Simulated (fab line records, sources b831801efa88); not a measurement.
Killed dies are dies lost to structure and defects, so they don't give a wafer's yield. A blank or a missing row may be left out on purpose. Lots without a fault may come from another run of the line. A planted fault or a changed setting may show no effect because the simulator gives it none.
Chamber matching | flow sky130 | SKY_PAD_OPEN_ETCH_07 on rie_diel-01: 4 sister chambers
The step etches the open film in CF4/O2, stops on AlCu, target depth 725 nm, time 161.1 s. 8 wafers are shown with their chamber, then 8 later ones without.

WAFERS WITH THEIR CHAMBER
wafer  | chamber | drypump_motor_current_A (A) | oes_product_au (a.u.)
L434.3 | 2       | 5.9                         | 0.967
L434.4 | 3       | 5.2                         | 0.971
L435.3 | 0       | 5.4                         | 0.976
L435.5 | 0       | 5.4                         | 0.985
L437.3 | 1       | 5.6                         | 0.969
L437.5 | 3       | 5.3                         | 0.978
L437.6 | 2       | 5.8                         | 0.969
L438.3 | 1       | 5.6                         | 0.971

WAFERS WITHOUT THEIR CHAMBER
wafer  | drypump_motor_current_A (A) | oes_product_au (a.u.)
L438.4 | 5.3                         | 0.991
L438.6 | 5.2                         | 0.976
L440.2 | 5.7                         | 0.977
L440.3 | 5.2                         | 0.965
L440.4 | 5.8                         | 0.984
L442.1 | 5.2                         | 0.986
L442.3 | 5.4                         | 0.969
L442.6 | 5.9                         | 0.968

WHICH CHAMBER EACH WENT THROUGH
wafer  | from the rows above          | in truth
L438.4 | can't be placed: 0 or 3      | 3
L438.6 | 3                            | 3
L440.2 | can't be placed: 1 or 2      | 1
L440.3 | 3                            | 3
L440.4 | can't be placed: 2 or 1      | 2
L442.1 | can't be placed: 3 or 0      | 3
L442.3 | can't be placed: 0 or 3 or 1 | 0
L442.6 | 2                            | 2
Placed correctly: 3 of 8. Can't be placed from these rows: 5 (the true chamber is among the candidates in 5). Placed wrongly: 0.
How it was worked out, from the rows above alone: a wafer's distance from a chamber is the root of the sum, over the readings, of the square of ((its reading less the chamber's mean) divided by the reading's scatter). The wafer belongs to the nearest chamber; if the next one is less than 2 further off, it can't be placed. A chamber's mean is the mean of its shown wafers. The scatter: the root of (the sum of the squares of (reading less its chamber's mean) over the shown wafers, divided by (wafers less chambers)).
